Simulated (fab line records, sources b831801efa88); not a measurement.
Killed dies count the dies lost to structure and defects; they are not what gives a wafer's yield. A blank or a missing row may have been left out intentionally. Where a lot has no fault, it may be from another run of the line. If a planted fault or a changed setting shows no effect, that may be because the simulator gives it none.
Matching of chambers :: flow gf180mcu :: GF_CONTACT_CMP_04 on cmp-01 has 4 sister chambers
The step polishes SiO2. 4 wafers are shown with their chamber, then 10 later ones without.

WAFERS PAIRED WITH THEIR CHAMBERS
wafer: L375.1
chamber: 0
motorCurrentA (A): 11.7

wafer: L377.6
chamber: 2
motorCurrentA (A): 12.7

wafer: L378.1
chamber: 1
motorCurrentA (A): 12.5

wafer: L378.3
chamber: 3
motorCurrentA (A): 11.9

WAFERS WITHOUT THEIR CHAMBER
wafer: L378.5
motorCurrentA (A): 11.8

wafer: L382.1
motorCurrentA (A): 11.5

wafer: L382.4
motorCurrentA (A): 11.7

wafer: L382.6
motorCurrentA (A): 11.5

wafer: L387.2
motorCurrentA (A): 12.0

wafer: L387.5
motorCurrentA (A): 12.4

wafer: L387.6
motorCurrentA (A): 11.7

wafer: L390.1
motorCurrentA (A): 11.4

wafer: L390.2
motorCurrentA (A): 13.2

wafer: L390.6
motorCurrentA (A): 12.3

THE CHAMBER EACH PASSED THROUGH
wafer: L378.5
from the rows above: can't be placed: 3 or 0
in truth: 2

wafer: L382.1
from the rows above: can't be placed: 0 or 3
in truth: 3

wafer: L382.4
from the rows above: can't be placed: 0 or 3
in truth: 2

wafer: L382.6
from the rows above: can't be placed: 0 or 3
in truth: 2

wafer: L387.2
from the rows above: can't be placed: 3 or 0 or 1
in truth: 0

wafer: L387.5
from the rows above: can't be placed: 1 or 2 or 3
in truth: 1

wafer: L387.6
from the rows above: can't be placed: 0 or 3
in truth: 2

wafer: L390.1
from the rows above: can't be placed: 0 or 3
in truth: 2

wafer: L390.2
from the rows above: can't be placed: 2 or 1
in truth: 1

wafer: L390.6
from the rows above: can't be placed: 1 or 2 or 3 or 0
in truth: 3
0 of 10 placed correctly. Cannot be placed on the basis of these rows: 10; the candidates contain the true chamber in 5. Wrongly placed: 0.
How it was worked out, from the rows above alone: a wafer's distance from a chamber is the root of the sum, over the readings, of the square of ((its reading less the chamber's mean) divided by the reading's scatter). If the next closest chamber is less than 2 further off than the closest, the wafer can't be placed; otherwise it belongs to the closest. The mean given for a chamber averages the wafers shown for that chamber. The scatter: root of mean squared gap, hidden wafer to nearest shown wafer, with one shown wafer a chamber.
